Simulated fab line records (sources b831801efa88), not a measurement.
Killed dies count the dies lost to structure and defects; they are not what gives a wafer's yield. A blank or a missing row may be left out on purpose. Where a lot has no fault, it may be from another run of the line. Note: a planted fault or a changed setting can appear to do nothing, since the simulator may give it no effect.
2 desks, one fault    flow sky130    each desk holds nothing but its own numbers, with what lay behind them at the end

THE METROLOGY DESK
What the gauges read for every lot (on any tool): the sampled wafers with a number, averaged. Marked OUT: a lot whose mean sits more than 4 standard deviations from the usual mean, which makes it out of limits; the brackets give that distance.
Columns: A = cd nm at SKY_LOCAL_INTERCONNECT_CD_MEAS_11, usual 170.3 nm; B = LOCAL_INTERCONNECT_OVL at SKY_LOCAL_INTERCONNECT_OVL_MEAS_12, usual -1 nm
lot   first seen here  A      B
L800  day 30 00:38     169.0  -1
L802  day 30 17:15     171.4  -3
L804  day 31 11:13     170.0  2
L806  day 32 04:13     168.3  3
L811  day 34 00:13     169.3  -6
L813  day 34 17:05     168.6  -4
L814  day 34 22:37     172.1  -1
L817  day 35 18:43     172.7  5
L819  day 36 15:37     169.5  -1
L820  day 36 15:50     169.7  -4
L822  day 37 09:00     170.4  -1
L823  day 37 18:26     171.1  2
This desk's verdict: no lot among the 12 shows anything out of limits.

FOR THE TOOL OWNER'S DESK: rie metal-04
The tool's own readings at SKY_LOCAL_INTERCONNECT_METAL_ETCH_14 (etches TiN in Cl2/BCl3, stops on PSG, target depth 110 nm, time 31.4 s): means of the sampled wafers that have a number, for each lot that ran on this tool. Marked OUT: a lot whose mean sits more than 4 standard deviations from the usual mean, which makes it out of limits; the brackets give that distance.
Columns: A = bias w at SKY_LOCAL_INTERCONNECT_METAL_ETCH_14, usual 48.48 W; B = drypump motor current A at SKY_LOCAL_INTERCONNECT_METAL_ETCH_14, usual 5.8 A; C = oes product au at SKY_LOCAL_INTERCONNECT_METAL_ETCH_14, usual 0.940 a.u.; D = throttle valve pct at SKY_LOCAL_INTERCONNECT_METAL_ETCH_14, usual 21.902 %
lot   first seen here  A                B    C      D
L804  day 31 11:26     48.36            5.6  0.938  21.904
L806  day 32 04:26     48.62            5.6  0.944  21.898
L813  day 34 17:17     45.85 (-19) OUT  5.6  0.934  21.903
L814  day 34 22:49     45.77 (-19) OUT  5.6  0.942  21.898
L822  day 37 09:13     48.54            5.6  0.943  21.902
L823  day 37 18:38     48.57            5.4  0.945  21.900
Finding of this desk: L813, L814 out of limits; the first was L813 at day 34 17:17, on bias w at SKY_LOCAL_INTERCONNECT_METAL_ETCH_14. L804, L806, L822, L823 stayed within limits.

ALL TOGETHER
The tool owner's desk had the chance to raise an alarm at day 34 17:17 on L813, L814.
The metrology desk saw nothing out of limits.
The metrology desk holds a record of L813, L814, inside its limits.
All the named lots went through SKY_LOCAL_INTERCONNECT_METAL_ETCH_14 on rie metal-04.

WHAT THE SIMULATOR HAD INSERTED
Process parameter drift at SKY_LOCAL_INTERCONNECT_METAL_ETCH_14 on rie metal-04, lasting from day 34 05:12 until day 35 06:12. The setting bias w was moved by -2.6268, starting from 48.5. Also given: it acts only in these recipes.
Shown lots that were struck: L813, L814.
Hours from the fault's start to each desk's first reading out of limits: the tool owner's desk, 12.
